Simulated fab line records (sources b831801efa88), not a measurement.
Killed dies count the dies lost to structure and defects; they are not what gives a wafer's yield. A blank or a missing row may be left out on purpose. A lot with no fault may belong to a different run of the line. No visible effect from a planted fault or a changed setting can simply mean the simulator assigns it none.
Matching of chambers / flow sky130 / SKY_VIA3_ETCH_14 on rieDiel-02 has 4 sister chambers
The step etches BARC in N2/H2, stops on SiO2, time 45.9 s, target depth 60 nm. 8 wafers are shown with their chamber, then 7 later ones without.

WAFERS PAIRED WITH THEIR CHAMBERS
wafer=L401.4; chamber=3; drypumpMotorCurrentA (A)=6.8; h2FlowSccm (sccm)=200.4
wafer=L404.4; chamber=0; drypumpMotorCurrentA (A)=6.6; h2FlowSccm (sccm)=200.2
wafer=L404.6; chamber=1; drypumpMotorCurrentA (A)=5.2; h2FlowSccm (sccm)=200.5
wafer=L408.1; chamber=1; drypumpMotorCurrentA (A)=5.2; h2FlowSccm (sccm)=199.7
wafer=L408.2; chamber=2; drypumpMotorCurrentA (A)=6.5; h2FlowSccm (sccm)=199.5
wafer=L408.4; chamber=0; drypumpMotorCurrentA (A)=6.7; h2FlowSccm (sccm)=200.2
wafer=L417.2; chamber=2; drypumpMotorCurrentA (A)=6.5; h2FlowSccm (sccm)=200.0
wafer=L417.3; chamber=3; drypumpMotorCurrentA (A)=6.8; h2FlowSccm (sccm)=200.8

WAFERS WHOSE CHAMBER IS MISSING
wafer=L417.4; drypumpMotorCurrentA (A)=6.7; h2FlowSccm (sccm)=199.9
wafer=L415.2; drypumpMotorCurrentA (A)=6.5; h2FlowSccm (sccm)=201.2
wafer=L415.4; drypumpMotorCurrentA (A)=6.7; h2FlowSccm (sccm)=200.6
wafer=L415.6; drypumpMotorCurrentA (A)=6.7; h2FlowSccm (sccm)=199.7
wafer=L420.2; drypumpMotorCurrentA (A)=5.2; h2FlowSccm (sccm)=200.7
wafer=L420.3; drypumpMotorCurrentA (A)=6.7; h2FlowSccm (sccm)=200.3
wafer=L420.5; drypumpMotorCurrentA (A)=6.7; h2FlowSccm (sccm)=199.8

EACH ONE'S CHAMBER
wafer=L417.4; from the rows above=can't be placed: 0 or 3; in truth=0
wafer=L415.2; from the rows above=can't be placed: 2 or 0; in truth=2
wafer=L415.4; from the rows above=can't be placed: 0 or 3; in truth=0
wafer=L415.6; from the rows above=can't be placed: 0 or 3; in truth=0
wafer=L420.2; from the rows above=1; in truth=1
wafer=L420.3; from the rows above=can't be placed: 0 or 3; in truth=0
wafer=L420.5; from the rows above=can't be placed: 0 or 3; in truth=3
Correct placement for 1 of the 7. Cannot be placed on the basis of these rows: 6; the candidates contain the true chamber in 6. Wrongly placed: 0.
How it was worked out, from the rows above alone: a wafer's distance from a chamber is the root of the sum, over the readings, of the square of ((its reading less the chamber's mean) divided by the reading's scatter). If the next closest chamber is less than 2 further off than the closest, the wafer can't be placed; otherwise it belongs to the closest. The mean given for a chamber averages the wafers shown for that chamber. The scatter is the square root of a quotient: the sum, over the shown wafers, of each reading's squared deviation from its chamber's mean, divided by wafers minus chambers.
